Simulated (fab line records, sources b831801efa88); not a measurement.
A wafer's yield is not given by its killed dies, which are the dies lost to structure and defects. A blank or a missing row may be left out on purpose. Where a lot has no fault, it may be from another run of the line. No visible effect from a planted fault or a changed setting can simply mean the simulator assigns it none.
fab line records	flow sky130
[record] lots = 24	wafers = 72	lastDay = 50
route steps=708 shown VIA1@470 VIA2@522 CAPM@549 VIA3@574
lots with no fault: from the same line, run without faults
startH: hours from the record's opening day to when the first of the lot's shown wafers began	waitH: hours elapsed since this lot's preceding step	" identical to the entry in the row above	L1.1+2: several wafers, shown together as one row	- either no value or no given start	* or withheld: withheld	< > ~ a bound
route shown NAME@n: a module of which the file shows steps, and the number in the route of the first	usual: average and standard deviation across the fault-free wafers	same: alike in all rows	chamber/n: place in a boat	sites: per-site readings	_std_site: the standard deviation of these	_edge_site: mean of outer sites minus mean of inner sites	radiusMm: for every site, how far away it sits from the centre of the wafer	mask NAME#n: copy n	behind: the last tool/chamber to shape the wafer	hold: the reason the lot was held/the length of the hold in hours/how it ended	device: names the non-switching transistor (n, p or np)	end of line: tests of these same wafers at the route's end	where a step has no rows: the recipe by itself	killed: dies that structure and defects cost at the first sort, which is not the same as the wafer's yield	map: a wafer's dies, x killed, . not, _ none there
set.NAME: the setting the step ran with; set.NAME@STEP: the setting that earlier step ran with	model.NAME: the simulator's own value behind a step, which no gauge read
a sample of lots followed through the steps of the route, with each step as a table and each wafer as a row
services: a tool's chamber out of use, with start hour (startH, from the record's first day; less than 0 if before it), hours out, and reason
[[steps]]
[step SKY_VIA1_CD_MEAS_12]
[recipe] targetCdNm = 150
[usual] cdNm = 150.4/1.8
lot.wafer	tool	chamber	startH	waitH	cdNm
L074.1	cdSem-01	-	794.13	-	149.9
L074.2	"	-	"	"	150.4
L074.4	"	-	"	"	149.9
L075.2	cdSem-01	-	799.30	-	150.3
L075.3	"	-	"	"	149.4
L075.4	"	-	"	"	150.2
L076.1	cdSem-01	-	810.08	-	149.4
L076.2	"	-	"	"	150.2
L076.6	"	-	"	"	149.8
L077.1	cdSem-01	-	835.23	-	148.5
L077.3	"	-	"	"	147.2
L077.6	"	-	"	"	148.3
L078.1	cdSem-01	-	841.96	-	151.5
L078.5	"	-	"	"	152.7
L078.6	"	-	"	"	152.4
L079.3	cdSem-01	-	851.67	-	147.9
L079.5	"	-	"	"	149.0
L079.6	"	-	"	"	148.5
L081.2	cdSem-02	-	858.70	-	150.5
L081.4	"	-	"	"	151.0
L081.6	"	-	"	"	149.0
L080.4	cdSem-01	-	860.42	-	150.8
L080.5	"	-	"	"	150.4
L080.6	"	-	"	"	151.7
L082.4	cdSem-01	-	877.01	-	150.5
L082.5	"	-	"	"	151.4
L082.6	"	-	"	"	151.1
L084.1	cdSem-02	-	879.76	-	151.8
L084.4	"	-	"	"	152.2
L084.6	"	-	"	"	151.0
L083.1	cdSem-01	-	882.41	-	149.7
L083.2	"	-	"	"	151.2
L083.5	"	-	"	"	152.4
L085.3	cdSem-02	-	886.37	-	146.7
L085.4	"	-	"	"	150.0
L085.6	"	-	"	"	147.3
L086.3	cdSem-01	-	892.17	-	150.5
L086.5	"	-	"	"	151.5
L086.6	"	-	"	"	151.9
L087.2	cdSem-01	-	912.03	-	152.5
L087.3	"	-	"	"	153.5
L087.6	"	-	"	"	153.4
L088.1	cdSem-01	-	913.50	-	152.4
L088.2	"	-	"	"	152.1
L088.4	"	-	"	"	150.5
L089.1	cdSem-02	-	918.36	-	154.5
L089.2	"	-	"	"	153.3
L089.5	"	-	"	"	153.5
L090.2	cdSem-02	-	923.00	-	151.0
L090.4	"	-	"	"	151.6
L090.5	"	-	"	"	151.7
L091.1	cdSem-01	-	924.60	-	148.6
L091.4	"	-	"	"	148.0
L091.5	"	-	"	"	149.3
L092.1	cdSem-01	-	926.83	-	149.7
L092.3	"	-	"	"	149.8
L092.4	"	-	"	"	150.6
L093.1	cdSem-01	-	940.01	-	150.2
L093.2	"	-	"	"	149.9
L093.6	"	-	"	"	148.3
L094.1	cdSem-02	-	946.35	-	155.4
L094.5	"	-	"	"	153.5
L094.6	"	-	"	"	150.7
L095.1	cdSem-01	-	958.13	-	151.7
L095.3	"	-	"	"	150.4
L095.6	"	-	"	"	148.1
L096.1	cdSem-01	-	959.68	-	148.3
L096.5	"	-	"	"	148.6
L096.6	"	-	"	"	149.1
L097.2	cdSem-02	-	960.77	-	149.0
L097.5	"	-	"	"	149.7
L097.6	"	-	"	"	150.4
[step SKY_VIA1_RS_MEAS_22]
[recipe] thkMeasGauge = four-point-probe	reads = W_of_VIA1_CVD_21+TiN_of_VIA1_SPUTTER_20
[usual] VIA1_W_RS = 0.427/0.0051
lot.wafer	tool	chamber	startH	waitH	VIA1_W_RS[ohm/sq]
L074.1	filmMetro-03	-	795.16	0.1	0.419
L074.2	"	-	"	"	0.428
L074.4	"	-	"	"	0.426
L075.2	filmMetro-03	-	800.33	0.1	0.429
L075.3	"	-	"	"	0.429
L075.4	"	-	"	"	0.430
L076.1	filmMetro-03	-	811.11	0.1	0.427
L076.2	"	-	"	"	0.432
L076.6	"	-	"	"	0.424
L077.1	filmMetro-04	-	836.22	0.1	0.421
L077.3	"	-	"	"	0.416
L077.6	"	-	"	"	0.423
L078.1	filmMetro-02	-	842.95	0.1	0.427
L078.5	"	-	"	"	0.432
L078.6	"	-	"	"	0.433
L079.3	filmMetro-02	-	852.66	0.1	0.429
L079.5	"	-	"	"	0.429
L079.6	"	-	"	"	0.423
L081.2	filmMetro-03	-	859.69	0.1	0.424
L081.4	"	-	"	"	0.426
L081.6	"	-	"	"	0.421
L080.4	filmMetro-03	-	861.41	0.1	0.423
L080.5	"	-	"	"	0.418
L080.6	"	-	"	"	0.428
L082.4	filmMetro-03	-	878.00	0.1	0.433
L082.5	"	-	"	"	0.424
L082.6	"	-	"	"	0.427
L084.1	filmMetro-03	-	880.75	0.1	0.431
L084.4	"	-	"	"	0.427
L084.6	"	-	"	"	0.426
L083.1	filmMetro-02	-	883.40	0.1	0.422
L083.2	"	-	"	"	0.427
L083.5	"	-	"	"	0.427
L085.3	filmMetro-02	-	887.37	0.1	0.428
L085.4	"	-	"	"	0.426
L085.6	"	-	"	"	0.420
L086.3	filmMetro-03	-	893.17	0.1	0.421
L086.5	"	-	"	"	0.426
L086.6	"	-	"	"	0.425
L087.2	filmMetro-02	-	913.02	0.1	0.420
L087.3	"	-	"	"	0.430
L087.6	"	-	"	"	0.430
L088.1	filmMetro-03	-	914.58	0.2	0.424
L088.2	"	-	"	"	0.420
L088.4	"	-	"	"	0.426
L089.1	filmMetro-04	-	919.35	0.1	0.431
L089.2	"	-	"	"	0.421
L089.5	"	-	"	"	0.423
L090.2	filmMetro-02	-	924.00	0.1	0.430
L090.4	"	-	"	"	0.431
L090.5	"	-	"	"	0.423
L091.1	filmMetro-02	-	925.63	0.1	0.429
L091.4	"	-	"	"	0.422
L091.5	"	-	"	"	0.417
L092.1	filmMetro-02	-	927.85	0.1	0.434
L092.3	"	-	"	"	0.436
L092.4	"	-	"	"	0.428
L093.1	filmMetro-04	-	941.00	0.1	0.427
L093.2	"	-	"	"	0.432
L093.6	"	-	"	"	0.426
L094.1	filmMetro-02	-	947.37	0.1	0.439
L094.5	"	-	"	"	0.428
L094.6	"	-	"	"	0.435
L095.1	filmMetro-02	-	959.12	0.1	0.427
L095.3	"	-	"	"	0.419
L095.6	"	-	"	"	0.426
L096.1	filmMetro-04	-	960.67	0.1	0.426
L096.5	"	-	"	"	0.426
L096.6	"	-	"	"	0.431
L097.2	filmMetro-04	-	961.76	0.1	0.430
L097.5	"	-	"	"	0.435
L097.6	"	-	"	"	0.427
[step SKY_VIA2_ETCH_15]
[recipe] target = SiO2	chemistry = C4F8/O2/Ar	targetDepthNm = 546	stopOn = TiN	maskMaterial = KrF-thick	sourceW = 1500	biasW = 1200	pressureMtorr = 40	c4f8FlowSccm = withheld	O2_flow_sccm = 6	Ar_flow_sccm = 300	timeS = 84
[usual] oesProductAu = 0.940/0.0045
lot.wafer	tool	chamber	startH	waitH	oesProductAu	rfHoursCounterH
L074.1	rieDiel-04	2	849.96	0.0	0.939	15
L074.2	"	3	"	"	0.936	19
L074.4	"	1	"	"	0.934	1
L075.2	rieDiel-02	1	854.88	0.0	0.933	12
L075.3	"	3	"	"	0.950	12
L075.4	"	0	"	"	0.934	7
L076.1	rieDiel-02	2	864.94	0.0	0.939	15
L076.2	"	0	"	"	0.949	7
L076.6	"	1	"	"	0.937	-
L077.1	rieDiel-04	3	891.11	0.0	0.942	20
L077.3	"	0	"	"	0.940	0
L077.6	"	0	"	"	0.945	-
L078.1	rieDiel-01	3	897.61	0.0	0.932	24
L078.5	"	1	"	"	0.948	-
L078.6	"	2	"	"	0.941	-
L079.3	rieDiel-02	1	906.84	0.0	0.939	14
L079.5	"	0	"	"	0.941	-
L079.6	"	1	"	"	0.934	-
L081.2	rieDiel-04	2	913.46	0.0	0.937	18
L081.4	"	1	"	"	0.933	4
L081.6	"	2	"	"	0.938	-
L080.4	rieDiel-02	2	915.69	0.0	0.935	17
L080.5	"	3	"	"	0.937	-
L080.6	"	2	"	"	0.942	-
L082.4	rieDiel-01	3	931.26	0.0	0.942	25
L082.5	"	2	"	"	0.932	-
L082.6	"	3	"	"	0.935	-
L084.1	rieDiel-04	0	934.06	0.0	0.935	2
L084.4	"	3	"	"	0.945	22
L084.6	"	2	"	"	0.942	-
L083.1	rieDiel-02	0	935.86	0.0	0.950	9
L083.2	"	3	"	"	0.941	14
L083.5	"	0	"	"	0.942	-
L085.3	rieDiel-02	0	940.13	0.0	0.944	9
L085.4	"	3	"	"	0.938	14
L085.6	"	2	"	"	0.938	-
L086.3	rieDiel-02	1	945.16	0.0	0.941	14
L086.5	"	2	"	"	0.941	-
L086.6	"	1	"	"	0.940	-
L087.2	rieDiel-01	2	964.54	0.0	0.935	3
L087.3	"	0	"	"	0.942	8
L087.6	"	2	"	"	0.939	-
L088.1	rieDiel-04	1	966.26	0.0	0.935	5
L088.2	"	0	"	"	0.940	3
L088.4	"	2	"	"	0.936	19
L089.1	rieDiel-04	2	970.63	0.0	0.936	19
L089.2	"	0	"	"	0.940	3
L089.5	"	2	"	"	0.946	-
L090.2	rieDiel-04	2	973.53	0.0	0.945	19
L090.4	"	1	"	"	0.944	6
L090.5	"	0	"	"	0.938	-
L091.1	rieDiel-04	1	976.73	0.0	0.933	6
L091.4	"	0	"	"	0.941	3
L091.5	"	1	"	"	0.948	-
L092.1	rieDiel-04	0	978.43	0.0	0.942	3
L092.3	"	1	"	"	0.938	6
L092.4	"	3	"	"	0.942	23
L093.1	rieDiel-04	1	990.51	0.0	0.939	6
L093.2	"	3	"	"	0.929	23
L093.6	"	0	"	"	0.936	-
L094.1	rieDiel-01	3	996.56	0.0	0.940	27
L094.5	"	3	"	"	0.939	-
L094.6	"	0	"	"	0.942	-
L095.1	rieDiel-01	3	1008.16	0.0	0.929	27
L095.3	"	1	"	"	0.934	18
L095.6	"	3	"	"	0.935	-
L096.1	rieDiel-02	3	1008.86	0.0	0.941	16
L096.5	"	1	"	"	0.940	-
L096.6	"	0	"	"	0.943	-
L097.2	rieDiel-04	2	1010.18	0.0	0.937	21
L097.5	"	2	"	"	0.941	-
L097.6	"	3	"	"	0.943	-
[step SKY_CAPM_OVL_MEAS_12]
[usual] CAPM_OVL = -0.6/1.3
lot.wafer	tool	chamber	startH	waitH	CAPM_OVL[nm]
L074.1	overlay-01	-	877.25	0.1	-0.9
L074.2	"	-	"	"	0.8
L074.4	"	-	"	"	-1.6
L075.2	overlay-01	-	882.05	0.1	-1.4
L075.3	"	-	"	"	0.8
L075.4	"	-	"	"	-2.4
L076.1	overlay-01	-	892.76	0.1	-1.0
L076.2	"	-	"	"	1.3
L076.6	"	-	"	"	-1.0
L077.1	overlay-01	-	918.01	0.1	-0.1
L077.3	"	-	"	"	-0.7
L077.6	"	-	"	"	0.5
L078.1	overlay-02	-	924.61	0.1	-0.5
L078.5	"	-	"	"	-1.2
L078.6	"	-	"	"	-0.3
L079.3	overlay-01	-	933.52	0.1	-2.6
L079.5	"	-	"	"	-2.5
L079.6	"	-	"	"	-2.4
L081.2	overlay-02	-	939.64	0.1	0.1
L081.4	"	-	"	"	0.5
L081.6	"	-	"	"	0.7
L080.4	overlay-01	-	942.13	0.1	-1.5
L080.5	"	-	"	"	-0.8
L080.6	"	-	"	"	-1.9
L082.4	overlay-02	-	956.91	0.1	2.2
L082.5	"	-	"	"	1.1
L082.6	"	-	"	"	1.3
L084.1	overlay-01	-	959.59	0.1	-2.5
L084.4	"	-	"	"	-2.0
L084.6	"	-	"	"	-1.9
L083.1	overlay-01	-	961.79	0.1	0.8
L083.2	"	-	"	"	-0.8
L083.5	"	-	"	"	-0.6
L085.3	overlay-01	-	965.66	0.1	0.5
L085.4	"	-	"	"	-1.3
L085.6	"	-	"	"	1.1
L086.3	overlay-02	-	970.80	0.1	-0.3
L086.5	"	-	"	"	0.6
L086.6	"	-	"	"	1.5
L087.2	overlay-02	-	988.35	0.1	-0.4
L087.3	"	-	"	"	1.8
L087.6	"	-	"	"	-1.1
L088.1	overlay-01	-	991.55	0.1	-2.3
L088.2	"	-	"	"	-1.6
L088.4	"	-	"	"	-3.6
L089.1	overlay-01	-	995.44	0.1	0.5
L089.2	"	-	"	"	0.6
L089.5	"	-	"	"	-0.3
L090.2	overlay-02	-	998.62	0.1	-2.1
L090.4	"	-	"	"	-1.9
L090.5	"	-	"	"	-2.2
L091.1	overlay-01	-	1001.25	0.1	-2.7
L091.4	"	-	"	"	-2.6
L091.5	"	-	"	"	-1.1
L092.1	overlay-02	-	1003.75	0.1	-1.2
L092.3	"	-	"	"	-0.5
L092.4	"	-	"	"	0.9
L093.1	overlay-02	-	1015.09	0.1	-0.5
L093.2	"	-	"	"	-1.9
L093.6	"	-	"	"	0.2
L094.1	overlay-02	-	1021.05	0.1	-0.5
L094.5	"	-	"	"	0.0
L094.6	"	-	"	"	-0.2
L095.1	overlay-02	-	1032.15	0.1	-0.9
L095.3	"	-	"	"	-0.8
L095.6	"	-	"	"	0.2
L096.1	overlay-01	-	1033.19	0.1	-0.7
L096.5	"	-	"	"	-0.4
L096.6	"	-	"	"	1.0
L097.2	overlay-02	-	1034.02	0.1	-0.2
L097.5	"	-	"	"	3.1
L097.6	"	-	"	"	0.8
[step SKY_VIA3_THK_MEAS_01]
[recipe] reads = SiO2_of_VIA3_HDPCVD_00
[usual] VIA3_HDPCVD_THK = 1636/12
lot.wafer	tool	chamber	startH	waitH	VIA3_HDPCVD_THK[nm]
L074.1	filmMetro-04	-	905.01	0.1	1646
L074.2	"	-	"	"	1646
L074.4	"	-	"	"	1641
L075.2	filmMetro-04	-	909.47	0.1	1655
L075.3	"	-	"	"	1651
L075.4	"	-	"	"	1633
L076.1	filmMetro-04	-	920.41	0.1	1626
L076.2	"	-	"	"	1610
L076.6	"	-	"	"	1611
L077.1	filmMetro-02	-	944.63	0.1	1646
L077.3	"	-	"	"	1643
L077.6	"	-	"	"	1634
L078.1	filmMetro-03	-	950.90	0.1	1624
L078.5	"	-	"	"	1625
L078.6	"	-	"	"	1618
L079.3	filmMetro-03	-	959.06	0.1	1621
L079.5	"	-	"	"	1608
L079.6	"	-	"	"	1627
L081.2	filmMetro-03	-	965.64	0.1	1651
L081.4	"	-	"	"	1646
L081.6	"	-	"	"	1647
L080.4	filmMetro-04	-	968.22	0.0	1642
L080.5	"	-	"	"	1647
L080.6	"	-	"	"	1636
L082.4	filmMetro-02	-	983.28	0.0	1631
L082.5	"	-	"	"	1655
L082.6	"	-	"	"	1640
L084.1	filmMetro-02	-	985.08	0.1	1646
L084.4	"	-	"	"	1625
L084.6	"	-	"	"	1641
L083.1	filmMetro-04	-	987.38	0.1	1631
L083.2	"	-	"	"	1636
L083.5	"	-	"	"	1627
L085.3	filmMetro-03	-	990.44	0.1	1618
L085.4	"	-	"	"	1633
L085.6	"	-	"	"	1621
L086.3	filmMetro-02	-	996.56	0.1	1634
L086.5	"	-	"	"	1644
L086.6	"	-	"	"	1647
L087.2	filmMetro-02	-	1013.11	0.1	1632
L087.3	"	-	"	"	1643
L087.6	"	-	"	"	1655
L088.1	filmMetro-02	-	1016.75	0.1	1646
L088.2	"	-	"	"	1649
L088.4	"	-	"	"	1653
L089.1	filmMetro-02	-	1020.54	0.1	1655
L089.2	"	-	"	"	1641
L089.5	"	-	"	"	1651
L090.2	filmMetro-03	-	1023.14	0.1	1641
L090.4	"	-	"	"	1646
L090.5	"	-	"	"	1640
L091.1	filmMetro-02	-	1026.44	0.1	1639
L091.4	"	-	"	"	1634
L091.5	"	-	"	"	1643
L092.1	filmMetro-04	-	1028.52	0.1	1634
L092.3	"	-	"	"	1641
L092.4	"	-	"	"	1646
L093.1	filmMetro-02	-	1039.08	0.1	1634
L093.2	"	-	"	"	1632
L093.6	"	-	"	"	1644
L094.1	filmMetro-03	-	1045.36	0.1	1622
L094.5	"	-	"	"	1636
L094.6	"	-	"	"	1651
L095.1	filmMetro-02	-	1057.05	0.1	1635
L095.3	"	-	"	"	1637
L095.6	"	-	"	"	1646
L096.1	filmMetro-03	-	1058.39	0.1	1633
L096.5	"	-	"	"	1627
L096.6	"	-	"	"	1634
L097.2	filmMetro-04	-	1058.75	0.1	1636
L097.5	"	-	"	"	1618
L097.6	"	-	"	"	1625
[step SKY_VIA3_SPUTTER_20]
[recipe] material = TiN	targetThkNm = 20	chamberPressurePa = 5	powerW = 4000	timeS = 80
[usual] throttleValvePct = 30.6/0.63
lot.wafer	tool	chamber	startH	waitH	throttleValvePct
L074.1	pvdSputter-03	-	931.39	0.0	31.2
L074.2	"	-	"	"	31.2
L074.4	"	-	"	"	29.9
L075.2	pvdSputter-03	-	935.79	0.0	30.6
L075.3	"	-	"	"	29.8
L075.4	"	-	"	"	31.5
L076.1	pvdSputter-03	-	946.85	0.0	31.3
L076.2	"	-	"	"	31.2
L076.6	"	-	"	"	30.5
L077.1	pvdSputter-03	-	970.45	0.0	29.8
L077.3	"	-	"	"	30.6
L077.6	"	-	"	"	31.3
L078.1	pvdSputter-03	-	976.76	0.0	31.5
L078.5	"	-	"	"	30.7
L078.6	"	-	"	"	29.7
L079.3	pvdSputter-01	-	984.06	0.0	30.5
L079.5	"	-	"	"	29.5
L079.6	"	-	"	"	30.4
L081.2	pvdSputter-04	-	989.79	0.0	30.3
L081.4	"	-	"	"	29.6
L081.6	"	-	"	"	30.0
L080.4	pvdSputter-03	-	992.94	0.0	31.3
L080.5	"	-	"	"	31.2
L080.6	"	-	"	"	30.7
L082.4	pvdSputter-03	-	1007.64	0.0	31.3
L082.5	"	-	"	"	29.6
L082.6	"	-	"	"	30.9
L084.1	pvdSputter-03	-	1009.78	0.0	31.2
L084.4	"	-	"	"	30.6
L084.6	"	-	"	"	29.7
L083.1	pvdSputter-03	-	1012.06	0.0	30.0
L083.2	"	-	"	"	31.3
L083.5	"	-	"	"	30.1
L085.3	pvdSputter-04	-	1014.37	0.0	30.2
L085.4	"	-	"	"	30.1
L085.6	"	-	"	"	29.8
L086.3	pvdSputter-03	-	1021.22	0.0	30.3
L086.5	"	-	"	"	30.6
L086.6	"	-	"	"	29.7
L087.2	pvdSputter-03	-	1037.69	0.0	29.9
L087.3	"	-	"	"	31.3
L087.6	"	-	"	"	31.2
L088.1	pvdSputter-01	-	1040.33	0.0	29.9
L088.2	"	-	"	"	30.6
L088.4	"	-	"	"	30.7
L089.1	pvdSputter-03	-	1044.02	0.0	31.2
L089.2	"	-	"	"	31.3
L089.5	"	-	"	"	31.2
L090.2	pvdSputter-04	-	1047.04	0.0	29.7
L090.4	"	-	"	"	29.8
L090.5	"	-	"	"	30.2
L091.1	pvdSputter-03	-	1049.94	0.0	30.7
L091.4	"	-	"	"	31.3
L091.5	"	-	"	"	31.4
L092.1	pvdSputter-03	-	1052.22	0.0	29.7
L092.3	"	-	"	"	30.6
L092.4	"	-	"	"	31.2
L093.1	pvdSputter-01	-	1061.44	0.0	29.8
L093.2	"	-	"	"	30.1
L093.6	"	-	"	"	29.8
L094.1	pvdSputter-04	-	1067.96	0.0	29.7
L094.5	"	-	"	"	29.7
L094.6	"	-	"	"	30.2
L095.1	pvdSputter-03	-	1079.07	0.0	31.3
L095.3	"	-	"	"	30.0
L095.6	"	-	"	"	31.1
L096.1	pvdSputter-04	-	1080.65	0.0	29.5
L096.5	"	-	"	"	29.6
L096.6	"	-	"	"	30.2
L097.2	pvdSputter-03	-	1081.18	0.0	31.3
L097.5	"	-	"	"	31.4
L097.6	"	-	"	"	31.1
[[services]]
tool	chamber	startH	hours	kind
pvdSputter-04	3	832.59	-	consumableReplace:kit
pvdSputter-03	-	841.87	4.8	repair
rieDiel-01	2	841.89	2.5	repair
rieDiel-02	-	854.07	0.7	repair
rieDiel-04	0	865.14	-	clean
rieDiel-04	0	865.14	15.0	scheduledDown
rieDiel-04	0	865.14	15.0	ventCycle
rieDiel-01	0	874.17	6.3	repair
rieDiel-04	3	882.70	2.9	repair
pvdSputter-01	-	895.84	12.0	repair
rieDiel-02	1	907.00	5.2	repair
pvdSputter-01	-	942.08	3.2	repair
pvdSputter-04	-	943.85	4.6	repair
rieDiel-02	3	943.89	4.0	repair
pvdSputter-04	-	964.83	0.5	repair
pvdSputter-03	3	986.61	-	consumableReplace:kit
pvdSputter-03	3	986.61	18.0	scheduledDown
pvdSputter-03	3	986.61	18.0	ventCycle
rieDiel-04	2	1002.61	5.2	repair
pvdSputter-01	-	1005.36	0.5	repair
rieDiel-01	2	1007.55	4.3	repair
rieDiel-04	1	1009.22	2.2	repair
rieDiel-01	0	1029.78	9.2	repair
rieDiel-04	1	1079.70	3.9	repair
[[key]]
fault none
